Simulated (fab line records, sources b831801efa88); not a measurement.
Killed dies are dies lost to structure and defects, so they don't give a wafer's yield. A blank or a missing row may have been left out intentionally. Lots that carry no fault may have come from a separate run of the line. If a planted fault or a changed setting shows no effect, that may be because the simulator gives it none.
Comparing a struck lot with a sound one + flow sky130 + 17 out of 708 route steps
Sound: these wafers, L704.2, L704.4, L704.5. Struck: wafer L722.4 (L722.1, L722.2, from the same lot, were not struck and are left out); the cause is given at the end.
Per side, at each step with rows, come the tool, then ch with its chambers, and then its first start. Under that, the readings that differ: sound wafers + struck wafers + difference of the means + sigmas: that difference in standard deviations of wafers without a fault.
alike: readings with means less than 2 such deviations apart, plus words and numbers identical on both sides. not compared: withheld readings, readings lacking a value on some wafer, bounds such as >300 that could conceal the same value, and numbers that have no deviation in the record and whose values overlap.
A row with sigmas, a row that says differs or no value, or rows on one side alone: a step with any of these is where the two part. Numbers that have no deviation but don't overlap get no sigmas and don't part them. Lack of a reading on every wafer of one side parts them only where that side has two or more wafers.

first, 2 steps without rows for these wafers: SKY_LOCAL_INTERCONNECT_PEB_09; SKY_LOCAL_INTERCONNECT_DEVELOP_10 (develop time 60 s).
SKY_LOCAL_INTERCONNECT_CD_MEAS_11 targets a cd of 170 nm.
  struck on cd-sem-02, day 35 22:19; sound on cd-sem-02, day 30 03:19
  alike: cd-nm
SKY_LOCAL_INTERCONNECT_OVL_MEAS_12:
  struck on overlay-02, day 35 22:26; sound on overlay-01, day 30 03:25
  alike: LOCAL_INTERCONNECT_OVL
SKY_LOCAL_INTERCONNECT_ETCH_13: etches BARC in N2/H2, stops on SiO2, time 45.9 s, target depth 60 nm.
  sound on rie-metal-01 ch 0,1, day 30 03:27; struck on rie-metal-01 ch 1, day 35 22:29
| reading                | sound                | struck | difference | sigmas |
|------------------------|----------------------|--------|------------|--------|
| throttle-valve-pct (%) | 13.228 13.225 13.220 | 13.243 | +0.019     | +2     |
  alike: drypump-motor-current-A, oes-product-au
  not compared: rf-hours-counter-h
SKY_LOCAL_INTERCONNECT_METAL_ETCH_14: etches TiN in Cl2/BCl3, stops on PSG, target depth 110 nm, time 31.4 s.
  sound on rie-metal-01 ch 0,1, day 30 03:31; struck on rie-metal-01 ch 1, day 35 22:36
  alike: drypump-motor-current-A, oes-product-au, throttle-valve-pct
  not compared: rf-hours-counter-h
SKY_LOCAL_INTERCONNECT_STRIP_15: strips in O2/N2.
  sound on plasma-asher-02 ch 0,1, day 30 03:34; struck on plasma-asher-02 ch 0, day 35 22:43
  alike: drypump-motor-current-A, oes-product-au, strip-time-to-endpoint-s
  not compared: rf-hours-counter-h
then, 3 steps without rows for these wafers: SKY_LOCAL_INTERCONNECT_STRIP_16 (strips in post etch residue remover, time 1200 s); SKY_LOCAL_INTERCONNECT_CLEAN_17 (cleans in IPA, time 180 s); SKY_LOCAL_INTERCONNECT_CLEAN_18 (cleans in O3/DIW).
SKY_CONTACT_CVD_00: deposits Si3N4, target thk 75 nm.
  sound on pecvd-01 ch 0,1, day 30 04:15; struck on pecvd-03 ch 0, day 35 23:20
| reading            | sound       | struck | difference | sigmas |
|--------------------|-------------|--------|------------|--------|
| heater-power-w (W) | 824 849 839 | 673    | -164       | -2     |
  alike: susceptor-temp-C
SKY_CONTACT_THK_MEAS_01:
  struck on film-metro-01, day 35 23:22; sound on film-metro-04, day 30 04:17
  alike: CONTACT_CVD_00_THK
SKY_CONTACT_HDPCVD_02: deposits SiO2, target thk 565 nm, time 94.2 s.
  sound on hdpcvd-01 ch 0,1, day 30 04:20; struck on hdpcvd-01 ch 0, day 35 23:25
| reading                                     | sound           | struck | difference | sigmas |
|---------------------------------------------|-----------------|--------|------------|--------|
| model.SiO2_of_CONTACT_HDPCVD_02.thk-nm (nm) | 551.5 552.8 558 | 807    | +253       |        |
  alike: susceptor-temp-C
SKY_CONTACT_THK_MEAS_03:
  struck on film-metro-01, day 35 23:43; sound on film-metro-02, day 30 04:25
| reading                 | sound       | struck | difference | sigmas |
|-------------------------|-------------|--------|------------|--------|
| CONTACT_HDPCVD_THK (nm) | 551 552 558 | 807    | +253       | +41    |
  not compared: hold
SKY_CONTACT_CMP_04: polishes SiO2.
  sound on cmp-02 ch 0,2, day 30 04:31; struck on cmp-01 ch 2, day 36 03:53
| reading                | sound          | struck                   | difference                   | sigmas |
|------------------------|----------------|--------------------------|------------------------------|--------|
| hold                   | - - -          | await-dispo/4.1h/release | no value on the sound wafers |        |
| motor-current-A (A)    | 11.4 11.7 11.9 | 13.4                     | +1.7                         | +2     |
| time-to-endpoint-s (s) | 70 69 69       | 171                      | +102                         | +24    |
SKY_CONTACT_BOW_MEAS_05:
  struck on film-metro-04, day 36 04:08; sound on film-metro-01, day 30 04:47
  alike: CONTACT_BOW
then, 1 step without rows for these wafers: SKY_PAD_OPEN_PROBE_99.

## WHERE THEY PART
First at SKY_LOCAL_INTERCONNECT_ETCH_13; last, within this record, at SKY_CONTACT_CMP_04. Later steps at which nothing parts them and some readings are alike: SKY_CONTACT_BOW_MEAS_05.

WHY: the cause the simulator had injected
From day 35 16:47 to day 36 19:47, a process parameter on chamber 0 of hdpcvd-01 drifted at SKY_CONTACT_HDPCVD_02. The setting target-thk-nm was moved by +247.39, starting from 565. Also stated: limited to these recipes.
